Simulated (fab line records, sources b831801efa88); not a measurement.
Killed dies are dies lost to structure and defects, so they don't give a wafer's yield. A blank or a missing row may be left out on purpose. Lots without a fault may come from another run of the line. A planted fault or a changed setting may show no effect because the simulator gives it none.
Which tool did it? | flow gf180mcu | 7 lots, 21 wafers sampled, at 1 step of a route of 602

WHAT THE GAUGES READ, wafer by wafer
GF_STI_THK_MEAS_24.
lot  | measured    | on            | STI_CVD_23_THK (nm)
L819 | day 2 09:47 | film_metro-03 | 638 637 641
L829 | day 4 11:31 | film_metro-01 | 649 658 650
L832 | day 5 04:25 | film_metro-01 | 636 641 640
L834 | day 5 13:45 | film_metro-03 | 650 649 649
L837 | day 6 05:10 | film_metro-04 | 646 642 641
L839 | day 6 15:29 | film_metro-01 | 648 650 650
L841 | day 7 02:25 | film_metro-01 | 655 652 661

WHICH TOOL RAN EACH LOT (tool, then ch and the chambers of the sampled wafers, then the start)
The record holds no process step before these readings.

THE ANSWER, worked out from the rows above alone
Rule: what is usual is taken from the lots themselves. Put in order of their means at a reading, lots are off if they are a third of the lots or fewer, leave a main group of 4 or more, and stand apart from it by a gap of 3 or more times the standard deviation of the main group's means; of several such gaps the widest counts. A main group whose means are all the same, to the digits that the tables above print for the reading, isn't used. A lot without any number at a reading at which 4 lots or more have one is off too. The other lots that the step has rows for count as sound.
No lot is off at any reading shown: from this, nothing can be told.

WHAT THE SIMULATOR HAD PUT IN
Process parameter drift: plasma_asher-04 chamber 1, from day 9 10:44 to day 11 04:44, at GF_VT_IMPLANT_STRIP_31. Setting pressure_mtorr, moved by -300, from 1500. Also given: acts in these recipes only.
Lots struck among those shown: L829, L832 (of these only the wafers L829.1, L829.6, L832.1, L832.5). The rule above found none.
